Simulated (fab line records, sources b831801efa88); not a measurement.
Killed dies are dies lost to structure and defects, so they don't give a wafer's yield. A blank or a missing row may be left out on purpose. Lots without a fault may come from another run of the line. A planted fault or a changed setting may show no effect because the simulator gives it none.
Problem report in the 8D (eight disciplines) form, filled by code | flow gf180mcu | the parts of the form that need people (team, actions taken, sign-off) are left out

1. THE PROBLEM
cd_nm at GF_M4_CD_MEAS_14 reads a mean of 264.1 nm on 6 wafers of 2 lots; wafers without a fault read 279.9 nm with a standard deviation of 1.1. That is -14 standard deviations from the usual mean.
The step: target cd 280 nm.
First seen on wafer L166.3, day 27 08:05, on cd_sem-01. The record holds 39 wafers of 13 lots with a number at this step. Rule for "out", or "out of limits": more than 4 standard deviations from the usual mean. The other wafers with a number count as sound.

2. WHAT IT IS AND WHAT IT IS NOT
question                    | is                     | is not
which readings at this step | cd_nm                  | -
which lots                  | L166, L167             | L155, L156, L157, L161, L162, L168, L169, L170, L172, L177, L178
which wafers of those lots  | all that have a number | -
read on which gauges        | cd_sem-01              | cd_sem-02
when                        | from day 27 08:05      | up to then (15 sound wafers); but 18 sound wafers of L168, L169, L170, L172, L177, L178 came after

3. SUSPECTS, AND WHAT RULES EACH OUT
Counting: a tool at a process step up to the reading stays a suspect if it ran every lot that is out and no sound lot after the first of them.
- the gauge at GF_M4_CD_MEAS_14: ruled out. All the wafers that are out were read on cd_sem-01, but those of them that GF_M4_SOFTBAKE_10 has rows for are out there too, on other tools.
- litho_track-02 at GF_M4_SOFTBAKE_10 (time 60 s): kept. It ran every lot that is out, first L166 (day 26 21:36), and no sound lot after that; its last sound lot up to then is L155 (day 22 22:04). Its own readings are out on those wafers: heater_power_total_W, plate_temp_C.
Left after counting: litho_track-02 at GF_M4_SOFTBAKE_10.

4. THE CAUSE (what the simulator had put in)
Process parameter drift: litho_track-02, from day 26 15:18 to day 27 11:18, at GF_M4_SOFTBAKE_10. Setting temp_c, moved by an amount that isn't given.
Counting left only this tool.

5. THE CHAIN OF EFFECTS, in route order
Each row: a reading whose mean over the struck wafers that have a number lies more than 3 standard deviations from the usual. Only readings for which the record gives a usual standard deviation are gone through. hours: the time from each lot's start at the first step in this table that gives one to its start at this step, as a median over the lots. sigmas: the change in usual standard deviations.
hours | step              | reading              | usual    | on struck wafers | change | sigmas
0     | GF_M4_SOFTBAKE_10 | heater_power_total_W | 93.04 W  | 97.80            | +4.76  | +77
0     | GF_M4_SOFTBAKE_10 | plate_temp_C         | 130.01 C | 135.17           | +5.16  | +40
10    | GF_M4_CD_MEAS_14  | cd_nm                | 279.9 nm | 264.1            | -15.8  | -14
The process steps in it:
- GF_M4_SOFTBAKE_10: time 60 s.

6. WHAT WOULD HAVE CAUGHT IT SOONER
In this record the first reading out of limits at a measuring or inspecting step was taken at day 27 08:05, 17 hours after the fault began at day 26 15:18.
The tool's own readings at GF_M4_SOFTBAKE_10 were out on every struck wafer that the step has a row for (heater_power_total_W, plate_temp_C): an alarm limit on them would have fired on the first of those.
All the lots that are out (2) had begun GF_M4_SOFTBAKE_10 on litho_track-02 by day 27 08:05. A hold on the tool at that time would have spared none of them.
